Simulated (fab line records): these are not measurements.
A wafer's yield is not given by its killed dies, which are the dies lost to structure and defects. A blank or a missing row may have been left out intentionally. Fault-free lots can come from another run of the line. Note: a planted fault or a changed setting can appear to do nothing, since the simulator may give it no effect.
The tool behind it: which one? | flow sky130 | 6 lots, 18 wafers sampled, at 2 steps of a route of 708

## WHAT THE GAUGES READ, wafer by wafer
SKY_POLY_GATE_THK_MEAS_21.
lot  | measured     | on            | POLY_GATE_OXIDATION_THK (nm)
L757 | day 16 20:23 | film metro-03 | 3.96 3.97 3.89
L763 | day 19 05:02 | film metro-03 | 3.99 3.95 3.97
L770 | day 22 07:19 | film metro-01 | 4.07 3.97 4.07
L773 | day 23 06:02 | film metro-01 | 4.06 3.96 4.01
L775 | day 23 15:58 | film metro-04 | 3.99 4.05 4.05
L777 | day 24 12:49 | film metro-04 | 3.92 3.88 3.95

## TOOL THAT RAN EACH LOT (tool first, then ch and the chambers of the sampled wafers, then the start)
lot  | SKY_GATE_OXIDE_STRIP_13
L757 | plasma asher-03 ch 0,1, day 14 06:08
L763 | plasma asher-01 ch 0,1, day 16 09:28
L770 | plasma asher-01 ch 0,1, day 19 12:22
L773 | plasma asher-01 ch 0,1, day 20 07:19
L775 | plasma asher-03 ch 1, day 20 19:49
L777 | plasma asher-01 ch 0,1, day 21 13:58
- SKY_GATE_OXIDE_STRIP_13: strips in O2/N2.

## THE ANSWER, worked out from the rows above alone
Rule: what is usual is taken from the lots themselves. The widest of any qualifying gaps counts: lots, ordered by their means at a reading, are off when they make up no more than a third of the lots, leave a main group of 4 or more, and stand apart from it by 3 or more times the standard deviation of that group's means. If all means in a main group match to the digits the tables above print for the reading, that group is not used. Also off: a lot with no number at a reading for which 4 or more lots have one. All remaining lots with rows at the step are treated as sound.
None of the lots is off at any reading shown; this tells nothing.

## WHAT THE SIMULATOR PUT IN
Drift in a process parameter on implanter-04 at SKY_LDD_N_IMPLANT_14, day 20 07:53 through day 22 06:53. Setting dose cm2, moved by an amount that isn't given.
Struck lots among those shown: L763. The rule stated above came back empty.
